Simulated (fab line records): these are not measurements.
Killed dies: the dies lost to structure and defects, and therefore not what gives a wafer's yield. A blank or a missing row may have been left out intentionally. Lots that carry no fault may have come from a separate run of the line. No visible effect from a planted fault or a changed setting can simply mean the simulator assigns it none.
Which tool is to blame?    flow gf180mcu    12 lots with 36 wafers sampled at 2 steps, on a route of 602 steps

WHAT EACH GAUGE READ, for each wafer
GF_NSD_OVL_MEAS_08.
lot   measured      on          NSD_OVL (nm)
L075  day 13 13:05  overlay-02  0.2 -1.2 -2.5
L077  day 14 07:41  overlay-01  1.5 3.3 2.0
L079  day 15 02:22  overlay-01  -1.5 -0.5 -1.9
L081  day 15 16:58  overlay-01  1.7 0.6 3.2
L083  day 16 13:14  overlay-01  0.8 -0.2 -0.2
L085  day 17 05:20  overlay-02  -0.4 -0.6 -0.8
L087  day 17 21:09  overlay-01  1.4 2.1 2.1
L089  day 18 09:55  overlay-01  -0.8 -1.2 0.2
L091  day 19 05:57  overlay-01  3.6 1.7 0.1
L093  day 19 22:30  overlay-01  -0.2 -0.7 0.1
L095  day 20 13:11  overlay-01  1.5 0.8 -0.8
L097  day 21 10:46  overlay-02  -1.5 0.4 1.3

WHAT TOOL EACH LOT RAN ON (gives the tool, then ch and the chambers of the sampled wafers, and finally the start)
lot   GF_LVPWELL_STRIP_10
L075  plasma-asher-01 ch 0,1, day 4 01:25
L077  plasma-asher-01 ch 0,1, day 4 14:43
L079  plasma-asher-01 ch 0,1, day 5 01:26
L081  plasma-asher-01 ch 0,1, day 5 11:25
L083  plasma-asher-01 ch 0,1, day 6 01:04
L085  plasma-asher-03 ch 1, day 6 11:37
L087  plasma-asher-02 ch 1, day 6 21:13
L089  plasma-asher-02 ch 0,1, day 7 09:53
L091  plasma-asher-01 ch 0,1, day 7 19:46
L093  plasma-asher-03 ch 0,1, day 8 07:40
L095  plasma-asher-03 ch 0,1, day 8 17:52
L097  plasma-asher-03 ch 0,1, day 9 04:40
- GF_LVPWELL_STRIP_10: strips in O2/N2.

THE ANSWER, worked out from the rows above alone
Rule: what is usual is taken from the lots themselves. Put in order of their means at a reading, lots are off if they are a third of the lots or fewer, leave a main group of 4 or more, and stand apart from it by a gap of 3 or more times the standard deviation of the main group's means; of several such gaps the widest counts. Not used: any main group whose means are identical at the precision the tables above print for the reading. A lot without any number at a reading at which 4 lots or more have one is off too. The other lots that the step has rows for count as sound.
None of the lots is off at any reading shown; this tells nothing.

WHAT HAD BEEN PUT IN BY THE SIMULATOR
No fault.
